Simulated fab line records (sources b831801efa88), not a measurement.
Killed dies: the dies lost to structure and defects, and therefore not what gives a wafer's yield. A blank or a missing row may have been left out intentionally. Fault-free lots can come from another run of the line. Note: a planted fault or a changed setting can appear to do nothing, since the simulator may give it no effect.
Matching of chambers	flow gf180mcu	GF_V2_CVD_02 on pecvd-01 has 3 sister chambers
The step deposits SiO2 from TEOS, target thk 850 nm, time 94.851 s. 16 wafers are shown with their chamber, then 8 later ones without.

== WAFERS PAIRED WITH THEIR CHAMBERS ==
wafer	chamber	heaterPowerW (W)	susceptorTempC (C)
L076.1	2	415	400.29
L076.3	0	600	400.06
L076.6	2	446	400.18
L081.3	0	624	399.73
L081.4	2	440	400.28
L081.5	1	861	400.21
L086.1	1	791	399.67
L086.4	0	547	399.92
L086.5	1	863	399.72
L088.4	2	358	400.23
L088.5	1	863	400.48
L088.6	0	611	399.98
L091.4	0	567	399.94
L091.5	2	442	399.70
L091.6	1	751	399.72
L092.1	2	465	399.94

SIGNATURES (averages over the wafers above)
reading	chamber 0	chamber 1	chamber 2	scatter within a chamber
heaterPowerW	589.80	825.80	427.67	41.1
susceptorTempC	399.9260	399.9600	400.1033	0.259
Rule: for each reading, subtract the chamber's mean from the wafer's reading, divide by that reading's scatter and square the result; add these up over the readings and take the root, which gives the wafer's distance from the chamber. If the next closest chamber is less than 2 further off than the closest, the wafer can't be placed; otherwise it belongs to the closest. The scatter: take each reading less its chamber's mean, square it, sum over the shown wafers, divide by the number of wafers less the number of chambers, and take the root.

== WAFERS MISSING THEIR CHAMBER ==
wafer	heaterPowerW (W)	susceptorTempC (C)
L092.2	758	399.79
L092.3	522	399.83
L093.2	838	400.13
L093.5	885	400.14
L093.6	480	400.04
L097.2	545	400.19
L097.3	422	399.86
L097.6	920	400.00

== WHICH CHAMBER EACH ONE RAN IN ==
wafer	from the rows above	in truth
L092.2	1	1
L092.3	can't be placed: 0 or 2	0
L093.2	1	1
L093.5	1	1
L093.6	can't be placed: 2 or 0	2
L097.2	can't be placed: 0 or 2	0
L097.3	2	2
L097.6	1	1
5 of 8 placed correctly. Not placeable from these rows: 3 (in 3, the candidates include the true chamber). Number placed wrongly: 0.
